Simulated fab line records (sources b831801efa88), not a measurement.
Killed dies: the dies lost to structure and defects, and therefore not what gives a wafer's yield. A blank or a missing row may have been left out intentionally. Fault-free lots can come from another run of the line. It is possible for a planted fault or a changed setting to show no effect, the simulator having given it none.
2 desks looking at one fault	flow gf180mcu	what lay behind the numbers comes last; until then each desk has only its own

AT THE TOOL OWNER'S DESK: furnace-01
The tool's own readings at GF_STI_OXIDATION_29 (stabilise 600 s, purge 300 s, target thk 10 nm): means of the sampled wafers that have a number, for each lot that ran on this tool. Any lot whose mean is over 4 standard deviations away from the usual mean is out of limits and marked OUT; that distance is given in the brackets.
Columns: A = spike_tc_lower_C at GF_STI_OXIDATION_29, usual 901.0 C; B = zone_power_lower_pct at GF_STI_OXIDATION_29, usual 17.3 %
lot	first seen here	A	B
L332	day 2 05:25	901.7	18.5
L334	day 2 14:32	903.1	18.5
L338	day 3 11:47	902.2	18.5
L339	day 3 15:54	903.0	18.4
L342	day 4 09:31	902.6	18.7
L343	day 4 14:07	902.6	18.3
L344	day 4 18:07	902.4	18.3
L345	day 4 23:04	902.3	18.5
This desk's verdict: no lot among the 8 shows anything out of limits.

AT THE METROLOGY DESK
What the gauges read for every lot (on any tool): the sampled wafers with a number, averaged. Any lot whose mean is over 4 standard deviations away from the usual mean is out of limits and marked OUT; that distance is given in the brackets.
Columns: A = STI_OXIDATION_02_THK at GF_STI_THK_MEAS_30, usual 10.02 nm; B = V1_CVD_00_THK at GF_V1_THK_MEAS_01, usual 599 nm; C = M2_ALCU_RS at GF_M2_RS_MEAS_05, usual 0.0697 ohm/sq
lot	first seen here	A	B	C
L332	day 2 06:49	9.77	600	0.0704
L333	day 2 11:30	10.14	602	0.0696
L334	day 2 15:56	9.90	595	0.0708
L337	day 3 08:10	10.02	596	0.0701
L338	day 3 13:11	10.16	602	0.0696
L339	day 3 17:19	10.08	595	0.0698
L340	day 3 23:38	9.90	601	0.0694
L341	day 4 05:04	9.86	600	0.0698
L342	day 4 10:55	10.19	591	0.0690
L343	day 4 15:32	10.07	596	0.0695
L344	day 4 19:31	7.29 (-17) OUT	603	0.0700
L345	day 5 00:28	7.64 (-15) OUT	596	0.0698
L354	day 7 00:05	9.90	607	0.0691
L355	day 7 04:02	9.86	604	0.0695
This desk finds L344, L345 out of limits, with the earliest case on L344 at day 4 19:31 (STI_OXIDATION_02_THK at GF_STI_THK_MEAS_30). Within limits: L332, L333, L334, L337, L338, L339, L340, L341, L342, L343, L354, L355.

PUT TOGETHER
An alarm was possible from the metrology desk at day 4 19:31, on L344, L345.
The desk of the tool owner found nothing out of limits.
The tool owner's desk has L344, L345 on record, within its limits.
The lots listed all ran GF_STI_OXIDATION_29 on furnace-01.

WHAT THE SIMULATOR HAD PUT IN
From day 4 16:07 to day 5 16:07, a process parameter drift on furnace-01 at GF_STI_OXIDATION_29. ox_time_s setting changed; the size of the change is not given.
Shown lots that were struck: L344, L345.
Per desk, hours elapsed from the start of the fault to the first reading out of limits: for the metrology desk, 3.
